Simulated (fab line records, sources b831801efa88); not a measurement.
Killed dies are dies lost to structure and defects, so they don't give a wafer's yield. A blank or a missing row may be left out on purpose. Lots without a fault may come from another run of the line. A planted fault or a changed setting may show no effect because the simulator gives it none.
fab line records | flow gf180mcu
record lots=6 wafers=18 last_day=34
route steps=602 shown M1@327 V1@335 M2@362
lots that met no fault: from a run of the same line without faults
start_h: hours from the record's first day to the start of the lot's first wafer shown | wait_h: hours since the lot's step before | " the same as in the row above | L1.1+2: a row that stands for several wafers | - no value, or no start given | * or withheld: withheld | < > ~ a bound
route shown NAME@n: a module of which the file shows steps, and the number in the route of the first | usual: mean/standard deviation of fault-free wafers | same: alike in all rows | chamber/n: place in a boat | sites: the reading at each site | _std_site: their standard deviation | _edge_site: outer sites' mean less inner sites' | radius_mm: how far each site lies from the wafer's centre | mask NAME#n: copy n | behind: the tool/chamber that last shaped the wafer | hold: why the lot was held/for how many hours/how that ended | device: the transistor (n, p or np) that didn't switch | end of line: the same wafers' tests at the end of the route | a step without rows: its recipe alone | killed: dies lost to structure and defects at the first sort, not the wafer's yield | map: a wafer's dies, x killed, . not, _ none there
set.NAME: the setting as run; set.NAME@STEP: as run at that earlier step | model.NAME: the simulator's own value behind a step, which no gauge read
lots at some steps of the route; a table a step, a row a wafer
services: from which hour (start_h, from the record's first day; less than 0 if before it) a tool's chamber was out of use, for how many hours, and why
## steps
# step GF_M1_PEB_12
# recipe peb_temp_c=135 peb_time_s=90 resist=KrF
# step GF_M1_DEVELOP_13
# recipe develop_time_s=60 dev_temp_c=21
# step GF_M1_CD_MEAS_14
# recipe target_cd_nm=230
# usual cd_nm=230.2/1.2
# columns lot.wafer tool chamber start_h wait_h cd_nm
L586.1 cd_sem-01 - 444.03 0.1 229.2
L586.2 " - " " 229.9
L586.5 " - " " 228.6
L588.3 cd_sem-02 - 460.11 0.1 229.6
L588.4 " - " " 228.5
L588.5 " - " " 230.1
L596.2 cd_sem-01 - 532.55 0.1 228.2
L596.4 " - " " 228.6
L596.5 " - " " 227.3
L599.2 cd_sem-02 - 551.50 0.1 232.7
L599.4 " - " " 232.2
L599.6 " - " " 233.6
L601.3 cd_sem-01 - 569.73 0.1 231.2
L601.4 " - " " 230.5
L601.5 " - " " 230.4
L603.3 cd_sem-01 - 581.82 0.1 229.8
L603.5 " - " " 231.3
L603.6 " - " " 229.3
# step GF_M1_OVL_MEAS_15
# usual M1_OVL=5/4.6
# columns lot.wafer tool chamber start_h wait_h M1_OVL[nm]
L586.1 overlay-02 - 444.15 0.1 6
L586.2 " - " " -2
L586.5 " - " " 5
L588.3 overlay-02 - 460.20 0.1 14
L588.4 " - " " 2
L588.5 " - " " 7
L596.2 overlay-01 - 532.66 0.1 -3
L596.4 " - " " -10
L596.5 " - " " -2
L599.2 overlay-01 - 551.61 0.1 6
L599.4 " - " " 3
L599.6 " - " " 8
L601.3 overlay-01 - 569.82 0.1 11
L601.4 " - " " 5
L601.5 " - " " 6
L603.3 overlay-01 - 581.91 0.1 4
L603.5 " - " " 3
L603.6 " - " " 4
# step GF_M1_METAL_ETCH_16
# recipe chemistry=Cl2/BCl3 mask_material=KrF target_depth_nm=627.5 stop_on=SiO2 pressure_mtorr=8 icp_w=800 bias_w=140 Cl2_flow_sccm=80 bcl3_flow_sccm=40 time_s=104.6
# usual drypump_motor_current_A=5.7/0.49 oes_product_au=0.970/0.0064 throttle_valve_pct=28.252/0.011
# columns lot.wafer tool chamber start_h wait_h drypump_motor_current_A oes_product_au rf_hours_counter_h throttle_valve_pct
L586.1 rie_metal-03 1 444.18 0.0 6.1 0.968 2 28.247
L586.2 " 0 " " 6.3 0.966 7 28.271
L586.5 " 1 " " 6.1 0.963 - 28.262
L588.3 rie_metal-03 0 460.26 0.1 6.3 0.961 - 28.250
L588.4 " 1 " " 6.1 0.974 - 28.244
L588.5 " 0 " " 6.4 0.968 - 28.261
L596.2 rie_metal-02 1 532.69 0.0 5.4 0.980 0 28.244
L596.4 " 1 " " 5.4 0.975 - 28.243
L596.5 " 0 " " 5.2 0.982 - 28.234
L599.2 rie_metal-04 1 551.64 0.0 5.1 0.970 1 28.251
L599.4 " 1 " " 5.1 0.975 - 28.248
L599.6 " 1 " " 5.1 0.968 - 28.269
L601.3 rie_metal-02 0 569.88 0.1 5.2 0.965 - 28.253
L601.4 " 1 " " 5.4 0.963 - 28.259
L601.5 " 0 " " 5.2 0.963 - 28.254
L603.3 rie_metal-02 0 581.98 0.1 5.2 0.970 - 28.275
L603.5 " 1 " " 5.4 0.973 - 28.263
L603.6 " 0 " " 5.2 0.973 - 28.254
# step GF_M1_STRIP_17
# recipe chemistry=O2/N2 power_w=1400 pressure_mtorr=1500 platen_temp_c=250 o2_flow_sccm=3000 n2_flow_sccm=300 overash_fraction=0.5
# usual drypump_motor_current_A=5.6/0.35 heater_power_w=315/28 oes_product_au=0.559/0.0053 strip_time_to_endpoint_s=7.91/0.055
# same overash_fraction=0.5
# columns lot.wafer tool chamber start_h wait_h drypump_motor_current_A heater_power_w oes_product_au rf_hours_counter_h strip_time_to_endpoint_s
L586.1 plasma_asher-01 1 444.29 0.1 6.2 331 0.552 70 7.79
L586.2 " 0 " " 6.1 291 0.561 70 7.89
L586.5 " 0 " " 6.1 294 0.560 - 7.79
L588.3 plasma_asher-04 1 460.37 0.1 5.7 308 0.561 - 7.92
L588.4 " 0 " " 5.8 359 0.550 - 7.82
L588.5 " 0 " " 5.8 356 0.556 - 7.95
L596.2 plasma_asher-04 1 532.80 0.1 5.7 299 0.557 12 7.92
L596.4 " 1 " " 5.7 313 0.556 - 7.91
L596.5 " 0 " " 5.8 362 0.563 - 7.86
L599.2 plasma_asher-02 1 551.75 0.1 5.3 293 0.559 48 7.99
L599.4 " 0 " " 5.1 286 0.567 - 7.97
L599.6 " 1 " " 5.3 300 0.566 - 7.96
L601.3 plasma_asher-02 0 569.99 0.1 5.1 284 0.555 - 7.91
L601.4 " 1 " " 5.3 298 0.558 - 7.94
L601.5 " 1 " " 5.3 297 0.559 - 7.89
L603.3 plasma_asher-04 1 582.08 0.1 5.7 302 0.560 - 7.86
L603.5 " 1 " " 5.7 312 0.551 - 7.90
L603.6 " 0 " " 5.8 353 0.556 - 7.88
# step GF_M1_STRIP_18
# recipe chemistry=post_etch_residue_remover time_s=1200 temp_c=72.5
# step GF_M1_CLEAN_19
# recipe chemistry=DIW dry=n2_spin
# step GF_V1_CVD_00
# recipe material=SiO2 target_thk_nm=600 sigma_open_frac=0.3 temp_c=400 time_s=100 sih4_flow_sccm=60 pressure_mtorr=6
# step GF_V1_THK_MEAS_01
# recipe reads=SiO2_of_V1_CVD_00
# usual V1_CVD_00_THK=598/5.9
# columns lot.wafer tool chamber start_h wait_h V1_CVD_00_THK[nm]
L586.1 film_metro-02 - 444.94 0.0 605
L586.2 " - " " 601
L586.5 " - " " 596
L588.3 film_metro-03 - 460.96 0.1 595
L588.4 " - " " 587
L588.5 " - " " 597
L596.2 film_metro-01 - 533.46 0.0 600
L596.4 " - " " 590
L596.5 " - " " 596
L599.2 film_metro-03 - 552.37 0.0 595
L599.4 " - " " 594
L599.6 " - " " 593
L601.3 film_metro-01 - 570.61 0.1 594
L601.4 " - " " 599
L601.5 " - " " 588
L603.3 film_metro-01 - 583.03 0.1 595
L603.5 " - " " 595
L603.6 " - " " 593
# step GF_V1_CVD_02
# recipe material=SiO2 target_thk_nm=850 precursor=TEOS temp_c=400 time_s=94.851 rf_w=600
# usual heater_power_w=685/94
# columns lot.wafer tool chamber start_h wait_h heater_power_w
L586.1 pecvd-02 1 445.00 0.1 648
L586.2 " 2 " " 735
L586.5 " 2 " " 595
L588.3 pecvd-03 0 461.00 0.0 784
L588.4 " 0 " " 874
L588.5 " 1 " " 743
L596.2 pecvd-01 0 533.51 0.0 706
L596.4 " 1 " " 662
L596.5 " 0 " " 738
L599.2 pecvd-02 2 552.42 0.0 667
L599.4 " 0 " " 640
L599.6 " 2 " " 727
L601.3 pecvd-01 2 570.65 0.0 569
L601.4 " 2 " " 592
L601.5 " 0 " " 620
L603.3 pecvd-01 1 583.07 0.0 620
L603.5 " 2 " " 489
L603.6 " 1 " " 688
# step GF_V1_THK_MEAS_03
# recipe reads=SiO2_of_V1_CVD_02
# usual V1_CVD_02_THK=852/11
# columns lot.wafer tool chamber start_h wait_h V1_CVD_02_THK[nm]
L586.1 film_metro-01 - 445.07 0.0 841
L586.2 " - " " 842
L586.5 " - " " 856
L588.3 film_metro-01 - 461.09 0.1 835
L588.4 " - " " 856
L588.5 " - " " 857
L596.2 film_metro-02 - 533.58 0.0 857
L596.4 " - " " 874
L596.5 " - " " 868
L599.2 film_metro-02 - 552.50 0.0 837
L599.4 " - " " 846
L599.6 " - " " 848
L601.3 film_metro-02 - 570.74 0.1 844
L601.4 " - " " 864
L601.5 " - " " 868
L603.3 film_metro-03 - 583.15 0.1 842
L603.5 " - " " 855
L603.6 " - " " 836
# step GF_V1_CMP_04
# recipe material=SiO2 down_force_psi=4 platen_rpm=60 pad_velocity_m_s=0.94248
# usual motor_current_A=11.8/1.3 slurry_flow_ml_min=149.9/0.51 time_to_endpoint_s=82/5.5
# columns lot.wafer tool chamber start_h wait_h motor_current_A slurry_flow_ml_min time_to_endpoint_s model.SiO2_of_V1_CVD_02.thk_nm
L586.1 cmp-01 0 445.13 0.1 11.8 149.8 19 791.3
L586.2 " 1 " " 14.7 149.9 79 632.5
L586.5 " 1 " " 13.7 150.6 83 632.5
L588.3 cmp-01 2 461.45 0.3 10.6 149.9 77 633
L588.4 " 0 " " 12.0 149.4 25 790.8
L588.5 " 2 " " 10.8 149.8 83 631.2
L596.4 cmp-02 2 533.63 0.0 12.8 149.9 96 635.4
L596.2 " 3 " " 12.5 150.1 82 633.6
L596.5 " 3 " " 12.2 149.9 88 634.5
L599.4 cmp-01 1 552.55 0.0 13.6 150.2 83 632.6
L599.2 " 0 " " 11.8 149.4 79 632.9
L599.6 " 2 " " 10.5 150.4 81 631.6
L601.3 cmp-01 1 570.78 0.0 13.6 149.7 83 633.7
L601.4 " 2 " " 10.0 150.6 85 632.1
L601.5 " 1 " " 14.4 150.0 93 632.6
L603.3 cmp-01 3 583.29 0.1 12.2 149.9 71 631.6
L603.6 " 1 " " 14.4 150.0 71 632.9
L603.5 " 2 " " 10.7 150.5 77 632.7
# step GF_V1_BOW_MEAS_05
# recipe mode=bow
# usual V1_BOW=81/6.9
# columns lot.wafer tool chamber start_h wait_h V1_BOW[um]
L586.1 film_metro-03 - 445.43 0.2 93
L586.2 " - " " 89
L586.5 " - " " 85
L588.3 film_metro-01 - 461.74 0.2 76
L588.4 " - " " 81
L588.5 " - " " 87
L596.2 film_metro-03 - 533.95 0.2 80
L596.4 " - " " 81
L596.5 " - " " 81
L599.2 film_metro-02 - 552.87 0.1 72
L599.4 " - " " 81
L599.6 " - " " 82
L601.3 film_metro-01 - 571.12 0.3 102
L601.4 " - " " 81
L601.5 " - " " 93
L603.3 film_metro-03 - 583.53 0.2 89
L603.5 " - " " 76
L603.6 " - " " 67
# step GF_V1_DEHYDRATE_06
# recipe temp_c=200 time_s=60
# step GF_V1_HMDS_07
# recipe prime_time_s=60 prime_temp_c=120
# step GF_V1_COAT_08
# recipe resist=BARC temp_c=withheld time_s=withheld spin_rpm=withheld resist_thk_nm=withheld
# step GF_V1_COAT_09
# recipe resist=KrF spin_rpm=withheld resist_thk_nm=1000
# step GF_V1_SOFTBAKE_10
# recipe temp_c=130 time_s=60 resist=KrF
# step GF_V1_EXPOSE_11
# recipe mask_id=Via1 target_cd_nm=260 na=0.68 source_shape=conventional sigma_outer=0.6 dose_mj=38
# step GF_V1_PEB_12
# recipe peb_temp_c=135 peb_time_s=90 resist=KrF
# step GF_V1_DEVELOP_13
# recipe develop_time_s=60 resist=KrF dev_temp_c=21
# step GF_V1_CD_MEAS_14
# recipe target_cd_nm=260
# usual cd_nm=259.9/1.2
# columns lot.wafer tool chamber start_h wait_h cd_nm
L586.1 cd_sem-01 - 469.69 0.1 259.5
L586.2 " - " " 260.7
L586.5 " - " " 259.1
L588.3 cd_sem-02 - 486.52 0.1 259.7
L588.4 " - " " 259.7
L588.5 " - " " 259.3
L596.2 cd_sem-02 - 556.39 0.1 260.3
L596.4 " - " " 260.4
L596.5 " - " " 259.8
L599.2 cd_sem-01 - 574.74 0.1 258.1
L599.4 " - " " 258.7
L599.6 " - " " 258.9
L601.3 cd_sem-01 - 592.38 0.1 261.4
L601.4 " - " " 260.8
L601.5 " - " " 259.3
L603.3 cd_sem-01 - 604.93 0.1 260.8
L603.5 " - " " 260.3
L603.6 " - " " 260.1
# step GF_V1_OVL_MEAS_15
# usual V1_OVL=-2/4.2
# columns lot.wafer tool chamber start_h wait_h V1_OVL[nm]
L586.1 overlay-02 - 469.81 0.1 -4
L586.2 " - " " -1
L586.5 " - " " -2
L588.3 overlay-01 - 486.61 0.1 0
L588.4 " - " " -2
L588.5 " - " " -4
L596.2 overlay-02 - 556.50 0.1 -7
L596.4 " - " " -6
L596.5 " - " " -2
L599.2 overlay-01 - 574.85 0.1 -1
L599.4 " - " " 1
L599.6 " - " " 0
L601.3 overlay-02 - 592.47 0.1 -2
L601.4 " - " " 3
L601.5 " - " " -4
L603.3 overlay-02 - 605.02 0.1 -1
L603.5 " - " " 2
L603.6 " - " " -5
# step GF_V1_ETCH_16
# recipe chemistry=N2/H2 target_depth_a=withheld overetch_a=withheld time_s=withheld target=BARC ion_energy_ev=200 source_w=500 bias_w=100 pressure_mtorr=30 n2_flow_sccm=100 h2_flow_sccm=200
# step GF_V1_ETCH_17
# recipe chemistry=C4F8/O2/Ar mask_material=KrF target=SiO2 stop_on=TiN source_w=1500 bias_w=1200 pressure_mtorr=40 c4f8_flow_sccm=withheld O2_flow_sccm=6 Ar_flow_sccm=300 time_s=withheld target_depth_a=6300
# usual oes_product_au=0.856/0.0044
# columns lot.wafer tool chamber start_h wait_h oes_product_au model.V1.feature_depth_nm model.etch.depth_nm
L586.1 rie_diel-02 3 - - 0.976 789.3 789.3
L586.2 " 1 " " 0.853 632.5 632.5
L586.5 " 2 " " 0.850 632.5 632.5
L588.3 rie_diel-04 0 - - 0.852 633 633
L588.4 " 3 " " 0.972 790.8 790.8
L588.5 " 3 " " 0.859 631.2 631.2
L596.2 rie_diel-01 1 - - 0.849 633.6 633.6
L596.4 " 3 " " 0.856 635.4 635.4
L596.5 " 3 " " 0.855 634.5 634.5
L599.2 rie_diel-04 1 - - 0.853 632.9 632.9
L599.4 " 1 " " 0.859 632.6 632.6
L599.6 " 2 " " 0.855 631.6 631.6
L601.3 rie_diel-01 3 - - 0.854 633.7 633.7
L601.4 " 1 " " 0.858 632.1 632.1
L601.5 " 2 " " 0.852 632.6 632.6
L603.3 rie_diel-04 1 - - 0.853 631.6 631.6
L603.5 " 1 " " 0.849 632.7 632.7
L603.6 " 2 " " 0.860 632.9 632.9
# step GF_V1_STRIP_18
# recipe chemistry=O2/N2 power_w=1400 pressure_mtorr=1500 platen_temp_c=250 o2_flow_sccm=3000 n2_flow_sccm=300 overash_fraction=0.5
# step GF_V1_STRIP_19
# recipe chemistry=post_etch_residue_remover time_s=1200 temp_c=72.5
# step GF_V1_CLEAN_20
# recipe chemistry=DIW dry=n2_spin
# step GF_V1_SPUTTER_21
# recipe material=Ti target_thk_nm=15 chamber_pressure_pa=5 power_w=2500 substrate_temp_c=200 time_s=80.02
# step GF_V1_SPUTTER_22
# recipe material=TiN target_thk_nm=10 chamber_pressure_pa=5 power_w=4000 time_s=40
# step GF_V1_CVD_23
# recipe material=W target_thk_nm=350 time_s=105.05 temp_c=400 pressure_torr=40
# usual heater_power_w=912/160
# columns lot.wafer tool chamber start_h wait_h heater_power_w
L586.1 cvd_w-01 0 470.61 0.0 936
L586.2 " 1 " " 1116
L586.5 " 0 " " 946
L588.3 cvd_w-02 1 487.44 0.1 761
L588.4 " 0 " " 722
L588.5 " 1 " " 779
L596.2 cvd_w-01 1 557.29 0.0 1134
L596.4 " 0 " " 958
L596.5 " 1 " " 1141
L599.2 cvd_w-02 1 575.64 0.0 779
L599.4 " 0 " " 710
L599.6 " 1 " " 792
L601.3 cvd_w-01 0 593.29 0.1 963
L601.4 " 1 " " 1115
L601.5 " 0 " " 929
L603.3 cvd_w-02 0 605.93 0.1 709
L603.5 " 1 " " 778
L603.6 " 0 " " 723
# step GF_V1_CMP_26
# recipe stop_on=SiO2 down_force_psi=3.5 platen_rpm=60 t_overpolish_s=15 target_thk_nm=0 pad_velocity_m_s=0.94248
# usual motor_current_A=10.8/1.2 slurry_flow_ml_min=149.9/0.51
# columns lot.wafer tool chamber start_h wait_h motor_current_A slurry_flow_ml_min model.SiO2_of_V1_CVD_02.thk_nm
L586.2 cmp-02 1 470.95 0.1 8.8 150.2 628.7
L586.1 " 2 " " 11.3 150.2 787.5
L586.5 " 1 " " 8.9 149.6 628.8
L588.3 cmp-01 3 487.69 0.0 11.1 149.8 629.2
L588.4 " 2 " " 10.1 149.6 787
L588.5 " 0 " " 10.6 150.0 627.4
L596.2 cmp-02 2 557.69 0.1 11.1 150.6 629.8
L596.4 " 3 " " 11.3 150.0 631.7
L596.5 " 1 " " 9.3 149.1 630.7
L599.4 cmp-01 1 576.24 0.3 13.4 149.4 628.8
L599.2 " 2 " " 9.9 149.9 629.1
L599.6 " 1 " " 13.1 150.0 627.8
L601.3 cmp-02 1 593.63 0.1 9.2 150.0 629.9
L601.4 " 2 " " 11.0 150.1 628.3
L601.5 " 0 " " 10.5 149.9 628.8
L603.3 cmp-01 0 606.34 0.2 11.3 149.1 627.8
L603.5 " 1 " " 12.8 150.0 628.9
L603.6 " 2 " " 9.9 150.1 629.2
# step GF_M2_SPUTTER_00
# recipe material=Ti target_thk_nm=37.5 arriving_ion_energy_ev=80 substrate_temp_c=200 chamber_pressure_pa=2 power_w=4000 time_s=150
# usual throttle_valve_pct=30.6/1.2
# columns lot.wafer tool chamber start_h wait_h throttle_valve_pct
L586.2 pvd_sputter-02 - 471.20 0.2 30.9
L586.5 " - " " 31.0
L588.3 pvd_sputter-04 - 487.99 0.2 27.6
L588.4 " - " " 30.1
L588.5 " - " " 30.1
L596.2 pvd_sputter-04 - 557.89 0.1 31.1
L596.4 " - " " 27.6
L596.5 " - " " 30.9
L599.2 pvd_sputter-03 - 576.54 0.2 30.3
L599.4 " - " " 30.0
L599.6 " - " " 29.8
L601.3 pvd_sputter-02 - 593.88 0.2 30.7
L601.4 " - " " 31.4
L601.5 " - " " 29.1
L603.3 pvd_sputter-03 - 606.49 0.1 30.8
L603.5 " - " " 30.2
L603.6 " - " " 30.3
## services
# columns tool chamber start_h hours kind
plasma_asher-04 - 421.35 9.0 pm
rie_diel-04 0 443.40 3.2 repair
cvd_w-02 1 445.50 9.1 repair
cvd_w-01 - 452.08 0.5 repair
cmp-02 - 454.54 12.0 pm
rie_diel-01 3 462.27 21.6 repair
rie_diel-04 3 464.75 5.1 repair
rie_diel-04 - 478.36 2.8 pm
rie_metal-03 0 481.90 2.8 repair
rie_diel-01 - 482.26 0.2 repair
cvd_w-01 1 483.52 9.4 repair
rie_metal-02 1 483.83 8.4 repair
cmp-02 - 490.13 5.3 pm
pvd_sputter-03 - 512.91 1.0 repair
cmp-01 - 516.56 1.1 repair
pvd_sputter-03 - 526.40 10.5 repair
pvd_sputter-03 - 528.27 0.8 repair
pecvd-02 - 535.52 5.5 pm
plasma_asher-04 - 569.61 1.5 repair
rie_diel-04 0 571.28 12.0 repair
rie_metal-03 0 571.83 8.2 repair
cmp-01 - 572.24 4.0 pm
cmp-02 - 575.86 2.2 repair
pecvd-01 - 589.81 5.5 pm
## key
first_sign step=GF_V1_CMP_04 reading=time_to_endpoint_s direction=down sigmas=11 usual=* struck=*
effect step=GF_V1_ETCH_17 reading=oes_product_au direction=up sigmas=27 usual=0.856 struck=0.974
model_effect step=GF_V1_CMP_04 value=SiO2_of_V1_CVD_02.thk_nm without=632.9 struck=791
model_effect step=GF_V1_ETCH_17 value=V1.feature_depth_nm without=632.9 struck=790
model_effect step=GF_V1_CMP_26 value=SiO2_of_V1_CVD_02.thk_nm without=629.1 struck=787.3
met_at GF_V1_CMP_04
struck_wafers L586.1,L588.4
later_rows_left_out L586.1
sort_left_out L586.1,L588.4
fault kind=process_parameter_drift tool=cmp-01 chamber=0 onset_h=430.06 steps=GF_V1_CMP_04 channel=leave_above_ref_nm offset=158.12 shape=step end_h=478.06 acts_in=these_recipes_only stated=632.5
# sort_left_out: the simulated sort isn't trusted on such a fault, so these wafers' sort isn't shown, and their yield isn't known
# later_rows_left_out: the simulator's readings of these wafers behind a module that went badly wrong aren't trusted and aren't shown, but for the sort
